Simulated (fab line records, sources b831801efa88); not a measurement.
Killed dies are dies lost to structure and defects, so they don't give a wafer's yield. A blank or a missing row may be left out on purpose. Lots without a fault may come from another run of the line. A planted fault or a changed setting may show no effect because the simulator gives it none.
One fault seen from 2 desks | flow gf180mcu | each desk has only its own numbers; what lay behind them comes last

THE TOOL OWNER'S DESK: rie_metal-01
The tool's own readings at GF_MIM_METAL_ETCH_19 (etches the open film in Cl2/BCl3, stops on Si3N4, target depth 324.5 nm, time 54.1 s): means of the sampled wafers that have a number, for each lot that ran on this tool. A lot is out of limits, marked OUT, if its mean lies more than 4 standard deviations from the usual mean; the brackets give that distance.
Columns: A = drypump_motor_current_A at GF_MIM_METAL_ETCH_19, usual 5.4 A; B = oes_product_au at GF_MIM_METAL_ETCH_19, usual 0.943 a.u.; C = rf_fwd_power_W at GF_MIM_METAL_ETCH_19, usual 793.3 W; D = throttle_valve_pct at GF_MIM_METAL_ETCH_19, usual 28.282 %
lot  | first seen here | A   | B     | C               | D
L109 | day 28 01:55    | 5.1 | 0.948 | 792.1           | 28.275
L111 | day 28 16:43    | 5.4 | 0.944 | 794.6           | 28.277
L112 | day 29 01:04    | 5.1 | 0.942 | 834.6 (+15) OUT | 28.278
L114 | day 29 09:56    | 5.1 | 0.941 | 837.5 (+16) OUT | 28.281
This desk's finding: out of limits on L112, L114; first on L112, day 29 01:04 (rf_fwd_power_W at GF_MIM_METAL_ETCH_19). In limits: L109, L111.

THE METROLOGY DESK
What the gauges read, lot by lot, whatever tool the lot ran on: means of the sampled wafers that have a number. A lot is out of limits, marked OUT, if its mean lies more than 4 standard deviations from the usual mean; the brackets give that distance.
Columns: A = V4_CVD_00_THK at GF_V4_THK_MEAS_01, usual 602 nm; B = V4_OVL at GF_V4_OVL_MEAS_15, usual 0 nm; C = M5_OVL at GF_M5_OVL_MEAS_08, usual -1 nm
lot  | first seen here | A   | B  | C
L101 | day 23 13:46    | 596 | 3  | -3
L102 | day 23 18:37    | 604 | 1  | -8
L105 | day 25 00:16    | 604 | -1 | -8
L106 | day 25 06:46    | 609 | -1 | -4
L107 | day 25 12:14    | 610 | -3 | 6
L108 | day 25 21:47    | 611 | 8  | -7
L109 | day 26 06:40    | 602 | -9 | 10
L111 | day 26 22:10    | 607 | 12 | 6
L112 | day 27 06:14    | 606 | 2  | 4
L114 | day 27 16:07    | 607 | 7  | -8
L122 | day 29 21:57    | 608 | -3 | 1
L124 | day 30 14:56    | 600 | 1  | -3
This desk's finding: nothing out of limits on any of the 12 lots.

PUT TOGETHER
The tool owner's desk could have raised an alarm at day 29 01:04, on L112, L114.
The metrology desk saw nothing out of limits.
The metrology desk has L112, L114 on record, within its limits.
Of the lots named, all ran GF_MIM_METAL_ETCH_19 on rie_metal-01.

WHAT THE SIMULATOR HAD PUT IN
Process parameter drift: rie_metal-01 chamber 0, from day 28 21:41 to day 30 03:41, at GF_MIM_METAL_ETCH_19. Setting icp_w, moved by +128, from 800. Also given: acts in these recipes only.
Lots struck among those shown: L112, L114.
Hours from the fault's start to each desk's first reading out of limits: the tool owner's desk, 3.
